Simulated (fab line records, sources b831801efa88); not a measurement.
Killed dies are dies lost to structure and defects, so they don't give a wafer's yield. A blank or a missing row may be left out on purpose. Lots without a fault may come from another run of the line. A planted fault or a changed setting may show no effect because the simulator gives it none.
Which tool did it? | flow sky130 | 12 lots, 36 wafers sampled, at 5 steps of a route of 708

WHAT THE GAUGES READ, wafer by wafer
The record holds no reading of a measuring or inspecting step that can be judged against a usual standard deviation.

WHICH TOOL RAN EACH LOT (tool, then ch and the chambers of the sampled wafers, then the start)
lot  | SKY_VIA1_SPUTTER_20          | SKY_VIA1_CVD_21               | SKY_VIA1_CMP_24               | SKY_METAL2_SPUTTER_01        | SKY_PAD_OPEN_PROBE_99
L695 | pvd_sputter-04, day 34 08:14 | cvd_w-02 ch 0,1, day 34 08:20 | cmp-01 ch 0,1,2, day 34 08:41 | pvd_sputter-02, day 34 08:54 | prober-01, day 46 01:23
L696 | pvd_sputter-04, day 34 09:07 | cvd_w-01 ch 0, day 34 09:10   | cmp-02 ch 1,3, day 34 09:29   | pvd_sputter-03, day 34 09:46 | prober-02, day 46 02:50
L697 | pvd_sputter-03, day 34 18:18 | cvd_w-01 ch 0,1, day 34 18:22 | cmp-01 ch 1,2,3, day 34 18:38 | pvd_sputter-02, day 34 18:58 | prober-01, day 46 08:45
L701 | pvd_sputter-04, day 36 06:04 | cvd_w-01 ch 0,1, day 36 06:08 | cmp-01 ch 0,1,3, day 36 06:24 | pvd_sputter-03, day 36 06:43 | prober-02, day 47 11:35
L709 | pvd_sputter-03, day 38 02:12 | cvd_w-02 ch 1, day 38 02:16   | cmp-02 ch 0,1, day 38 02:32   | pvd_sputter-01, day 38 02:51 | prober-02, day 48 21:14
L710 | pvd_sputter-02, day 38 20:50 | cvd_w-02 ch 0,1, day 38 20:54 | cmp-01 ch 1,3, day 38 21:13   | pvd_sputter-01, day 38 21:29 | prober-02, day 49 10:45
L711 | pvd_sputter-03, day 39 01:37 | cvd_w-02 ch 0, day 39 01:41   | cmp-02 ch 2,3, day 39 01:57   | pvd_sputter-01, day 39 02:16 | prober-01, day 49 14:17
L714 | pvd_sputter-03, day 39 17:13 | cvd_w-01 ch 0,1, day 39 17:16 | cmp-01 ch 0,1,2, day 39 17:39 | pvd_sputter-03, day 39 17:52 | prober-02, day 50 01:47
L713 | pvd_sputter-04, day 39 18:25 | cvd_w-02 ch 0,1, day 39 18:28 | cmp-02 ch 0,2,3, day 39 18:48 | pvd_sputter-03, day 39 19:04 | prober-01, day 50 01:10
L715 | pvd_sputter-02, day 39 23:14 | cvd_w-02 ch 0,1, day 39 23:18 | cmp-01 ch 1,2,3, day 39 23:35 | pvd_sputter-01, day 39 23:54 | prober-01, day 50 03:08
L716 | pvd_sputter-03, day 40 12:28 | cvd_w-01 ch 0,1, day 40 12:31 | cmp-01 ch 1,3, day 40 13:08   | pvd_sputter-02, day 40 13:28 | prober-02, day 50 13:11
L717 | pvd_sputter-04, day 40 21:21 | cvd_w-02 ch 0,1, day 40 21:27 | cmp-01 ch 0,3, day 40 21:41   | pvd_sputter-03, day 40 22:01 | prober-01, day 50 19:47
- SKY_VIA1_SPUTTER_20: material TiN, target thk 20 nm, time 80 s.
- SKY_VIA1_CVD_21: deposits W, target thk 270 nm, time 80.902 s.
- SKY_VIA1_CMP_24: polishes, stops on SiO2, t overpolish 15 s, target thk 0 nm.
- SKY_METAL2_SPUTTER_01: material TiN, target thk 20 nm, time 16.7 s.
- SKY_PAD_OPEN_PROBE_99

WHAT THE TOOLS THEMSELVES READ (means of the sampled wafers that have a number; where no wafer has one, the mark that the record gives instead)
SKY_VIA1_SPUTTER_20. Usual: chamber_pressure_pa 5.001 Pa, standard deviation 0.0094; throttle_valve_pct 29.7 %, standard deviation 0.93.
lot  | tool           | chamber_pressure_pa (Pa) | throttle_valve_pct (%) | flag
L695 | pvd_sputter-04 | 5.013                    | 29.1                   |
L696 | pvd_sputter-04 | 5.007                    | 30.5                   |
L697 | pvd_sputter-03 | 4.998                    | 30.3                   |
L701 | pvd_sputter-04 | 4.997                    | 29.8                   |
L709 | pvd_sputter-03 | 4.998                    | 29.7                   |
L710 | pvd_sputter-02 | 4.998                    | 29.3                   |
L711 | pvd_sputter-03 | 5.003                    | 29.6                   |
L714 | pvd_sputter-03 | 5.011                    | 29.1                   |
L713 | pvd_sputter-04 | 4.989                    | 30.3                   |
L715 | pvd_sputter-02 | 4.999                    | 29.2                   |
L716 | pvd_sputter-03 | 4.997                    | 29.6                   |
L717 | pvd_sputter-04 | 5.009                    | 29.4                   |

SKY_VIA1_CVD_21. Usual: heater_power_w 974 W, standard deviation 81; susceptor_temp_C 400.01 C, standard deviation 0.23.
lot  | tool     | heater_power_w (W) | susceptor_temp_C (C) | flag
L695 | cvd_w-02 | 933                | 400.20               |
L696 | cvd_w-01 | 886                | 400.03               |
L697 | cvd_w-01 | 1042               | 399.66               |
L701 | cvd_w-01 | 1034               | 399.99               |
L709 | cvd_w-02 | 990                | 400.29               |
L710 | cvd_w-02 | 972                | 399.78               |
L711 | cvd_w-02 | 926                | 399.75               |
L714 | cvd_w-01 | 931                | 399.85               |
L713 | cvd_w-02 | 972                | 399.93               |
L715 | cvd_w-02 | 974                | 400.14               |
L716 | cvd_w-01 | 994                | 399.93               |
L717 | cvd_w-02 | 948                | 400.08               |

SKY_VIA1_CMP_24. Usual: head_pressure_psi 3.498 psi, standard deviation 0.0077; motor_current_A 10.3 A, standard deviation 0.62; overpolish_run_s 15.001 s, standard deviation 0.0095; time_to_endpoint_s 65.3 s, standard deviation 2.3.
lot  | tool   | head_pressure_psi (psi) | motor_current_A (A) | overpolish_run_s (s) | time_to_endpoint_s (s) | flag
L695 | cmp-01 | 3.494                   | 10.6                | 15.003               | 63.1                   |
L696 | cmp-02 | 3.497                   | 9.9                 | 14.992               | 64.3                   |
L697 | cmp-01 | 3.506                   | 10.0                | 14.997               | 65.5                   |
L701 | cmp-01 | 3.499                   | 10.6                | 15.002               | 65.8                   |
L709 | cmp-02 | 3.498                   | 9.5                 | 15.002               | 63.9                   |
L710 | cmp-01 | 3.501                   | 10.4                | 14.999               | 67.9                   |
L711 | cmp-02 | 3.505                   | 10.3                | 15.006               | 63.8                   |
L714 | cmp-01 | 3.492                   | 10.3                | 15.000               | 66.9                   |
L713 | cmp-02 | 3.499                   | 10.3                | 15.000               | 65.9                   |
L715 | cmp-01 | 3.509                   | 10.3                | 15.007               | 65.6                   |
L716 | cmp-01 | 3.495                   | 10.5                | 15.010               | 69.0                   |
L717 | cmp-01 | 3.493                   | 11.0                | 14.991               | 67.5                   |

SKY_METAL2_SPUTTER_01. Usual: chamber_pressure_pa 0.4000 Pa, standard deviation 0.00077; throttle_valve_pct 30.1 %, standard deviation 0.89.
lot  | tool           | chamber_pressure_pa (Pa) | throttle_valve_pct (%) | flag
L695 | pvd_sputter-02 | 0.4006                   | 29.2                   |
L696 | pvd_sputter-03 | 0.4003                   | 29.5                   |
L697 | pvd_sputter-02 | 0.4000                   | 30.0                   |
L701 | pvd_sputter-03 | 0.4301                   | 28.5                   | OFF
L709 | pvd_sputter-01 | 0.4007                   | 31.5                   |
L710 | pvd_sputter-01 | 0.3986                   | 31.4                   |
L711 | pvd_sputter-01 | 0.4002                   | 30.7                   |
L714 | pvd_sputter-03 | 0.3998                   | 30.2                   |
L713 | pvd_sputter-03 | 0.4003                   | 30.3                   |
L715 | pvd_sputter-01 | 0.3997                   | 30.2                   |
L716 | pvd_sputter-02 | 0.3997                   | 29.8                   |
L717 | pvd_sputter-03 | 0.3994                   | 30.1                   |

SKY_PAD_OPEN_PROBE_99. Usual: defect_limited_yield 82.4 %, standard deviation 2.1; killed_at_M0_to_M3 44, standard deviation 7.3; killed_at_M4_up 3.0, standard deviation 1.9; killed_at_contacts 24, standard deviation 5; killed_at_front_end 16, standard deviation 4.5; killed_at_other 0.3, standard deviation 0.46; killed_dies 87, standard deviation 10; killed_open 47, standard deviation 8.3; killed_short 39, standard deviation 6.4; sort_bin_3_pad_short 0.8 %, standard deviation 0.43; sort_bin_5_function 10.5 %, standard deviation 1.6; sort_bin_6_memory 6.3 %, standard deviation 1.1; sort_n_pass 405, standard deviation 10; sort_yield_pct 82.4 %, standard deviation 2.1.
lot  | tool      | defect_limited_yield (%) | killed_at_M0_to_M3 | killed_at_M4_up | killed_at_contacts | killed_at_front_end | killed_at_other | killed_dies | killed_open | killed_short | sort_bin_3_pad_short (%) | sort_bin_5_function (%) | sort_bin_6_memory (%) | sort_n_pass | sort_yield_pct (%) | flag
L695 | prober-01 | 80.2                     | 50                 | 4.0             | 27                 | 17                  | 0.0             | 97          | 56          | 41           | 0.8                      | 11.7                    | 7.2                   | 395         | 80.2               |
L696 | prober-02 | 82.4                     | 40                 | 2.3             | 24                 | 20                  | 0.7             | 87          | 47          | 40           | 1.2                      | 9.6                     | 6.8                   | 405         | 82.4               |
L697 | prober-01 | 80.1                     | 50                 | 4.0             | 25                 | 19                  | 0.7             | 98          | 47          | 51           | 0.9                      | 11.9                    | 7.2                   | 394         | 80.1               |
L701 | prober-02 | 84.7                     | 41                 | 2.7             | 21                 | 11                  | 0.3             | 75          | 39          | 36           | 0.3                      | 9.2                     | 5.7                   | 417         | 84.7               |
L709 | prober-02 | 82.2                     | 46                 | 4.7             | 22                 | 15                  | 0.3             | 88          | 42          | 45           | 0.8                      | 10.1                    | 6.9                   | 404         | 82.2               |
L710 | prober-02 | 79.2                     | 53                 | 3.3             | 25                 | 21                  | 0.0             | 102         | 55          | 47           | 1.6                      | 12.4                    | 6.8                   | 390         | 79.2               |
L711 | prober-01 | 81.6                     | 50                 | 2.0             | 25                 | 13                  | 0.7             | 90          | 55          | 36           | 0.7                      | 11.0                    | 6.7                   | 402         | 81.6               |
L714 | prober-02 | 82.9                     | 41                 | 4.7             | 20                 | 18                  | 0.0             | 84          | 48          | 36           | 0.7                      | 10.3                    | 6.1                   | 408         | 82.9               |
L713 | prober-01 | 83.8                     | 38                 | 3.7             | 22                 | 15                  | 0.3             | 79          | 40          | 40           | 1.1                      | 9.6                     | 5.4                   | 413         | 83.8               |
L715 | prober-01 | 84.0                     | 35                 | 3.3             | 24                 | 16                  | 0.0             | 79          | 41          | 38           | 0.9                      | 9.1                     | 6.0                   | 413         | 84.0               |
L716 | prober-02 | 83.9                     | 42                 | 5.7             | 20                 | 11                  | 0.3             | 79          | 40          | 39           | 1.1                      | 8.6                     | 6.4                   | 413         | 83.9               |
L717 | prober-01 | 81.3                     | 43                 | 2.0             | 27                 | 20                  | 0.3             | 92          | 52          | 40           | 1.0                      | 10.4                    | 7.3                   | 400         | 81.3               |

THE ANSWER, worked out from the rows above alone
Rule: a lot is off if the mean of its wafers that have a number lies more than 3 standard deviations from the usual mean. A lot without any number at a reading at which 4 lots or more have one is off too. The other lots that the step has rows for count as sound. The gauges are gone through in route order, then the tools' own readings, and for those a lot's mean is taken as printed above. The first step at which some lot is off is used, and at that step the reading that is off furthest; a lot without a number counts as furthest.
Off: L701, at SKY_METAL2_SPUTTER_01 (chamber_pressure_pa).
A tool fits if, at that step or a process step before it, it ran every lot that is off, and no sound lot after the first of them. None of those tried fits.

WHAT THE SIMULATOR HAD PUT IN
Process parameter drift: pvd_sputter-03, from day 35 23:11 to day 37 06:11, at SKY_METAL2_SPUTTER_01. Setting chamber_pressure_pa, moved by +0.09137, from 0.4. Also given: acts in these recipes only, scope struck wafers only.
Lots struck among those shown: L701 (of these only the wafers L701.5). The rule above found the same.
